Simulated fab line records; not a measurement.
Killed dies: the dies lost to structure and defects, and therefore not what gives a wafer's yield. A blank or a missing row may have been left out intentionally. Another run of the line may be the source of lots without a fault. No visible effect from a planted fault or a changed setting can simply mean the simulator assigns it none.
What tool caused it? :: flow gf180mcu :: 6 lots with 18 wafers sampled at 2 steps, on a route of 602 steps

## WHAT THE GAUGES READ, wafer by wafer
GF_V5_THK_MEAS_25: measures by xrf.
lot: L854
measured: day 27 23:32
on: film-metro-04
V5_W_THK (nm): 346 357 358

lot: L856
measured: day 28 15:58
on: film-metro-04
V5_W_THK (nm): 349 348 356

lot: L858
measured: day 29 13:47
on: film-metro-04
V5_W_THK (nm): 351 356 354

lot: L860
measured: day 29 22:35
on: film-metro-03
V5_W_THK (nm): 347 351 346

lot: L862
measured: day 30 15:55
on: film-metro-04
V5_W_THK (nm): 350 356 356

lot: L867
measured: day 31 22:50
on: film-metro-04
V5_W_THK (nm): 347 348 348

## EACH LOT AND THE TOOL THAT RAN IT (in order: tool; ch and the chambers of the sampled wafers; start)
lot: L854
GF_SAB_CVD_00: pecvd-03 ch 0,1, day 14 22:23

lot: L856
GF_SAB_CVD_00: pecvd-01 ch 0,2, day 15 17:44

lot: L858
GF_SAB_CVD_00: pecvd-04 ch 1,2, day 16 18:56

lot: L860
GF_SAB_CVD_00: pecvd-03 ch 0,1, day 17 07:11

lot: L862
GF_SAB_CVD_00: pecvd-04 ch 0,1, day 18 02:51

lot: L867
GF_SAB_CVD_00: pecvd-04 ch 0,2, day 19 21:56
- GF_SAB_CVD_00: deposits SiO2 from TEOS, target thk 50 nm, time 4.9302 s.

## THE ANSWER, worked out from the rows above alone
Rule: what is usual is taken from the lots themselves. The widest of any qualifying gaps counts: lots, ordered by their means at a reading, are off when they make up no more than a third of the lots, leave a main group of 4 or more, and stand apart from it by 3 or more times the standard deviation of that group's means. If all means in a main group match to the digits the tables above print for the reading, that group is not used. Also off: a lot with no number at a reading for which 4 or more lots have one. All remaining lots with rows at the step are treated as sound.
No lot is off at any reading shown: from this, nothing can be told.

## WHAT THE SIMULATOR HAD PUT IN
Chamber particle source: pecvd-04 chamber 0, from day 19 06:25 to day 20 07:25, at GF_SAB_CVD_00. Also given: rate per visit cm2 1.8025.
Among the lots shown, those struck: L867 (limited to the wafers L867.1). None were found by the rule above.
